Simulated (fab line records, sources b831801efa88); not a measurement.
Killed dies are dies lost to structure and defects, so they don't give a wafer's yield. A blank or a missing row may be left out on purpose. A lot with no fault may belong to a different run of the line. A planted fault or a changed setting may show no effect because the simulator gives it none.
Matching of chambers | flow gf180mcu | GF_V1_ETCH_16 on rie-diel-03 has 4 sister chambers
The step etches BARC in N2/H2. 20 wafers are shown with their chamber, then 10 later ones without.

## WAFERS, EACH WITH ITS CHAMBER
wafer  | chamber | drypump-motor-current-A (A) | oes-product-au (a.u.) | throttle-valve-pct (%)
L074.2 | 0       | 5.3                         | 0.854                 | 13.226
L074.3 | 2       | 5.3                         | 0.858                 | 13.229
L074.5 | 1       | 4.8                         | 0.856                 | 13.220
L075.1 | 2       | 5.3                         | 0.853                 | 13.216
L075.2 | 3       | 5.3                         | 0.856                 | 13.226
L075.4 | 0       | 5.3                         | 0.858                 | 13.227
L078.3 | 1       | 4.8                         | 0.852                 | 13.224
L078.4 | 2       | 5.3                         | 0.851                 | 13.226
L078.5 | 1       | 4.8                         | 0.850                 | 13.215
L080.3 | 2       | 5.3                         | 0.860                 | 13.215
L080.4 | 0       | 5.3                         | 0.861                 | 13.233
L080.6 | 1       | 4.8                         | 0.847                 | 13.243
L085.4 | 2       | 5.4                         | 0.853                 | 13.228
L085.5 | 3       | 5.4                         | 0.863                 | 13.206
L085.6 | 1       | 4.8                         | 0.849                 | 13.220
L089.1 | 2       | 5.3                         | 0.855                 | 13.231
L089.2 | 0       | 5.3                         | 0.858                 | 13.220
L089.3 | 1       | 4.8                         | 0.849                 | 13.211
L091.1 | 1       | 4.8                         | 0.846                 | 13.222
L091.2 | 0       | 5.3                         | 0.852                 | 13.241

SIGNATURES (averages over the wafers above)
reading                 | chamber 0 | chamber 1 | chamber 2 | chamber 3 | scatter within a chamber
drypump-motor-current-A | 5.300     | 4.800     | 5.317     | 5.350     | 0.0289
oes-product-au          | 0.85660   | 0.84986   | 0.85500   | 0.85950   | 0.00354
throttle-valve-pct      | 13.22940  | 13.22214  | 13.22417  | 13.21600  | 0.00907
Rule: for each reading, subtract the chamber's mean from the wafer's reading, divide by that reading's scatter and square the result; add these up over the readings and take the root, which gives the wafer's distance from the chamber. If the next closest chamber is less than 2 further off than the closest, the wafer can't be placed; otherwise it belongs to the closest. The scatter: the root of (the sum of the squares of (reading less its chamber's mean) over the shown wafers, divided by (wafers less chambers)).

## WAFERS WITH NO CHAMBER GIVEN
wafer  | drypump-motor-current-A (A) | oes-product-au (a.u.) | throttle-valve-pct (%)
L091.3 | 5.3                         | 0.853                 | 13.227
L091.4 | 5.3                         | 0.855                 | 13.231
L091.5 | 5.4                         | 0.850                 | 13.234
L091.6 | 4.8                         | 0.859                 | 13.213
L092.1 | 5.3                         | 0.861                 | 13.234
L092.2 | 5.3                         | 0.854                 | 13.219
L092.4 | 5.3                         | 0.851                 | 13.242
L093.3 | 5.3                         | 0.853                 | 13.235
L093.4 | 5.3                         | 0.847                 | 13.208
L093.6 | 5.3                         | 0.858                 | 13.237

## THE CHAMBER EACH PASSED THROUGH
wafer  | from the rows above          | in truth
L091.3 | can't be placed: 2 or 0 or 3 | 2
L091.4 | can't be placed: 0 or 2      | 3
L091.5 | can't be placed: 2 or 3 or 0 | 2
L091.6 | 1                            | 1
L092.1 | can't be placed: 0 or 2 or 3 | 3
L092.2 | can't be placed: 2 or 0 or 3 | 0
L092.4 | can't be placed: 0 or 2      | 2
L093.3 | can't be placed: 0 or 2      | 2
L093.4 | can't be placed: 2 or 0 or 3 | 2
L093.6 | can't be placed: 0 or 2 or 3 | 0
1 of 10 placed correctly. From these rows, 9 cannot be placed; in 8 the true chamber is one of the candidates. Wrongly placed: 0.
